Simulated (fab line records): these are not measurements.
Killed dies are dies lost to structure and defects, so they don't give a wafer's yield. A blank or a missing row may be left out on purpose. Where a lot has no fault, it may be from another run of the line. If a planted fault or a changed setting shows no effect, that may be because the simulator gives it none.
Tool commonality check    flow gf180mcu    12 lots and 36 wafers in the sample

== WHAT PROMPTED THE OPENING ==
GF_DUAL_GATE_THK_MEAS_03, reading DUAL_GATE_OXIDATION_00_THK: flagged on 3 of 12 lots. Fault-free wafers read 10.87 nm, with a standard deviation of 0.22.
Rule: a lot is flagged in two cases, either no wafer of it has a number, or all its wafers with numbers fall more than 4 standard deviations from that mean. All remaining lots are regarded as sound.

lot   measured      on             DUAL_GATE_OXIDATION_00_THK (nm), wafer by wafer  flag
L338  day 7 15:08   film metro-01  11.22 11.07 11.32                                
L339  day 8 01:23   film metro-02  10.85 10.77 10.93                                
L346  day 9 11:23   film metro-02  10.83 10.83 10.83                                
L347  day 9 17:14   film metro-03  10.69 10.51 10.69                                
L350  day 10 10:29  film metro-02  10.63 10.72 10.68                                
L352  day 11 00:34  film metro-02  12.13 12.06 11.83                                FLAGGED
L353  day 11 14:18  film metro-03  12.15 12.14 12.29                                FLAGGED
L354  day 11 14:19  film metro-01  12.57 12.45 12.49                                FLAGGED
L358  day 12 14:00  film metro-03  11.25 11.20 11.09                                
L360  day 13 03:52  film metro-02  10.73 10.66 10.58                                
L359  day 13 03:53  film metro-03  10.75 10.81 10.50                                
L361  day 13 14:50  film metro-01  10.91 10.70 10.86                                
Average over the flagged lots: 12.23 nm; offset from the usual +1.36 nm, equal to +6 standard deviations.

== TOOL THAT RAN EACH LOT ==
The record keeps 1 process step preceding the reading, out of 602 steps on the route. Read each cell as the tool, then ch plus the chambers that the sampled wafers visited, then the start.
lot   flag     GF_DUAL_GATE_OXIDATION_02
L338           furnace-02 ch 0, day 7 13:42
L339           furnace-02 ch 0, day 7 23:56
L346           furnace-02 ch 0, day 9 09:56
L347           furnace-01 ch 0, day 9 15:46
L350           furnace-02 ch 0, day 10 09:02
L352  FLAGGED  furnace-02 ch 0, day 10 23:07
L353  FLAGGED  furnace-02 ch 0, day 11 12:52
L354  FLAGGED  furnace-02 ch 0, day 11 12:52
L358           furnace-01 ch 0, day 12 12:32
L360           furnace-01 ch 0, day 13 02:26
L359           furnace-01 ch 0, day 13 02:26
L361           furnace-01 ch 0, day 13 13:22
What the steps here do:
- GF_DUAL_GATE_OXIDATION_02: stabilise 600 s, purge 300 s, target thk 10.887 nm.
- GF_DUAL_GATE_THK_MEAS_03

== FLAGGED OVER TOTAL, TOOL BY TOOL (the gauges that took the reading come last) ==
step                       tool           lots run  flagged  share of the flagged lots  sound lots run after its first flagged lot
GF_DUAL_GATE_OXIDATION_02  furnace-01     5         0        none                       -
GF_DUAL_GATE_OXIDATION_02  furnace-02     7         3        all                        0
GF_DUAL_GATE_THK_MEAS_03   film metro-01  3         1        some                       1 (L361)
GF_DUAL_GATE_THK_MEAS_03   film metro-02  5         1        some                       1 (L360)
GF_DUAL_GATE_THK_MEAS_03   film metro-03  4         1        some                       2 (L358,L359)

== WHAT THE TABLE ALLOWS ==
Rows of the table that ran each flagged lot: 1, that is furnace-02 at GF_DUAL_GATE_OXIDATION_02.
- furnace-02 at GF_DUAL_GATE_OXIDATION_02: 3 of its 7 lots flagged. Its last sound lot is L350 (day 10 09:02), its first flagged lot L352 (day 10 23:07): a fault that began between those two fits. Its own readings lie more than 4 standard deviations out on every wafer of the flagged lots: spike tc centre C, spike tc top C, spike tc upper C.
Left over: one tool, furnace-02 at GF_DUAL_GATE_OXIDATION_02.

== WHAT THE SIMULATOR HAD INSERTED ==
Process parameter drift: furnace-02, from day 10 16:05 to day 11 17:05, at GF_DUAL_GATE_OXIDATION_02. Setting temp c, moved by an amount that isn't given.
Lots struck among those shown: L352, L353, L354. The rule above reached the same finding.
